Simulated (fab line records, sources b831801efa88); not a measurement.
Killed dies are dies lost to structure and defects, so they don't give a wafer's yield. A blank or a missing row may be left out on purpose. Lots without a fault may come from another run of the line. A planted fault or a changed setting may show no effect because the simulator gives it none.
One fault seen from 2 desks | flow gf180mcu | each desk has only its own numbers; what lay behind them comes last

THE TOOL OWNER'S DESK: pecvd-04
The tool's own readings at GF_SAB_CVD_00 (deposits SiO2 from TEOS, target thk 50 nm, time 4.9302 s): means of the sampled wafers that have a number, for each lot that ran on this tool. A lot is out of limits, marked OUT, if its mean lies more than 4 standard deviations from the usual mean; the brackets give that distance.
Columns: A = heater_power_w at GF_SAB_CVD_00, usual 684 W
lot  | first seen here | A
L430 | day 17 09:15    | 682
L431 | day 18 01:16    | 686
L440 | day 20 19:10    | 647
L443 | day 21 16:46    | 685
This desk's finding: nothing out of limits on any of the 4 lots.

THE METROLOGY DESK
What the gauges read, lot by lot, whatever tool the lot ran on: means of the sampled wafers that have a number. A lot is out of limits, marked OUT, if its mean lies more than 4 standard deviations from the usual mean; the brackets give that distance.
Columns: A = SAB_CVD_00_THK at GF_SAB_THK_MEAS_01, usual 50.3 nm
lot  | first seen here | A
L423 | day 14 18:17    | 49.9
L424 | day 14 23:37    | 50.3
L430 | day 17 09:16    | 47.7 (-4.1) OUT
L431 | day 18 01:17    | 47.9
L434 | day 18 15:29    | 50.5
L438 | day 20 04:36    | 50.3
L439 | day 20 09:38    | 50.6
L440 | day 20 19:11    | 50.4
L441 | day 21 07:51    | 50.8
L442 | day 21 11:37    | 50.6
L443 | day 21 16:48    | 50.0
L445 | day 22 10:56    | 50.5
This desk's finding: out of limits on L430; first on L430, day 17 09:16 (SAB_CVD_00_THK at GF_SAB_THK_MEAS_01). In limits: L423, L424, L431, L434, L438, L439, L440, L441, L442, L443, L445.

PUT TOGETHER
The metrology desk could have raised an alarm at day 17 09:16, on L430.
The tool owner's desk saw nothing out of limits.
The tool owner's desk has L430 on record, within its limits.
Of the lots named, all ran GF_SAB_CVD_00 on pecvd-04.

WHAT THE SIMULATOR HAD PUT IN
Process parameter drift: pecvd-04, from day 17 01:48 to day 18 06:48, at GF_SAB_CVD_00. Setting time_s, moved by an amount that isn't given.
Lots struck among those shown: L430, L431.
Hours from the fault's start to each desk's first reading out of limits: the metrology desk, 7.
